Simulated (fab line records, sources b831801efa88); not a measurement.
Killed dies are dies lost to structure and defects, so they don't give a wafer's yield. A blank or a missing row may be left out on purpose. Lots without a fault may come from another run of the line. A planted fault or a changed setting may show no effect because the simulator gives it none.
Which tool did it? | flow gf180mcu | 14 lots, 42 wafers sampled, at 2 steps of a route of 602

WHAT THE GAUGES READ, wafer by wafer
GF_V1_THK_MEAS_03. Usual: V1_CVD_02_THK 852 nm, standard deviation 12.
lot  | measured     | on            | V1_CVD_02_THK (nm) | flag
L492 | day 17 21:37 | film_metro-01 | 851 845 847        |
L495 | day 19 02:35 | film_metro-02 | 835 848 852        |
L496 | day 19 21:44 | film_metro-04 | 833 833 856        |
L497 | day 19 22:56 | film_metro-02 | 833 831 853        |
L498 | day 20 10:05 | film_metro-01 | 1268 1291 1286     | OFF
L499 | day 20 13:25 | film_metro-04 | 1277 1266 1276     | OFF
L505 | day 22 23:26 | film_metro-01 | 852 869 871        |
L506 | day 23 06:43 | film_metro-04 | 850 868 857        |
L507 | day 23 09:23 | film_metro-01 | 862 871 861        |
L508 | day 23 18:07 | film_metro-02 | 853 857 861        |
L509 | day 23 23:38 | film_metro-01 | 854 876 868        |
L510 | day 24 15:03 | film_metro-04 | 842 867 847        |
L511 | day 24 17:11 | film_metro-04 | 823 832 849        |
L512 | day 25 00:46 | film_metro-04 | 839 869 878        |

WHICH TOOL RAN EACH LOT (tool, then ch and the chambers of the sampled wafers, then the start)
lot  | GF_V1_CVD_02
L492 | pecvd-04 ch 0,1,2, day 17 21:32
L495 | pecvd-03 ch 0,1, day 19 02:31
L496 | pecvd-04 ch 0,1,2, day 19 21:40
L497 | pecvd-03 ch 0,2, day 19 22:52
L498 | pecvd-03 ch 0,1,2, day 20 09:59
L499 | pecvd-03 ch 0,1,2, day 20 13:21
L505 | pecvd-01 ch 0,1,2, day 22 23:22
L506 | pecvd-04 ch 0,1,2, day 23 06:38
L507 | pecvd-01 ch 0,2, day 23 09:19
L508 | pecvd-01 ch 0,2, day 23 18:02
L509 | pecvd-01 ch 1,2, day 23 23:34
L510 | pecvd-03 ch 0,1,2, day 24 14:58
L511 | pecvd-04 ch 0,1, day 24 17:07
L512 | pecvd-01 ch 1,2, day 25 00:41
- GF_V1_CVD_02: deposits SiO2 from TEOS, target thk 850 nm, time 94.851 s.

WHAT THE TOOLS THEMSELVES READ (means of the sampled wafers that have a number; where no wafer has one, the mark that the record gives instead)
GF_V1_CVD_02. Usual: heater_power_w 761 W, standard deviation 120.
lot  | tool     | heater_power_w (W) | flag
L492 | pecvd-04 | 846                |
L495 | pecvd-03 | 716                |
L496 | pecvd-04 | 810                |
L497 | pecvd-03 | 801                |
L498 | pecvd-03 | 782                |
L499 | pecvd-03 | 661                |
L505 | pecvd-01 | 679                |
L506 | pecvd-04 | 867                |
L507 | pecvd-01 | 668                |
L508 | pecvd-01 | 644                |
L509 | pecvd-01 | 645                |
L510 | pecvd-03 | 754                |
L511 | pecvd-04 | 739                |
L512 | pecvd-01 | 729                |

THE ANSWER, worked out from the rows above alone
Rule: a lot is off if the mean of its wafers that have a number lies more than 3 standard deviations from the usual mean. A lot without any number at a reading at which 4 lots or more have one is off too. The other lots that the step has rows for count as sound. The gauges are gone through in route order, then the tools' own readings, and for those a lot's mean is taken as printed above. The first step at which some lot is off is used, and at that step the reading that is off furthest; a lot without a number counts as furthest.
Off: L498, L499, at GF_V1_THK_MEAS_03 (V1_CVD_02_THK).
A tool fits if, at a process step before that reading, it ran every lot that is off, and no sound lot after the first of them. The gauges at GF_V1_THK_MEAS_03 are tried like those tools. None of those tried fits.

WHAT THE SIMULATOR HAD PUT IN
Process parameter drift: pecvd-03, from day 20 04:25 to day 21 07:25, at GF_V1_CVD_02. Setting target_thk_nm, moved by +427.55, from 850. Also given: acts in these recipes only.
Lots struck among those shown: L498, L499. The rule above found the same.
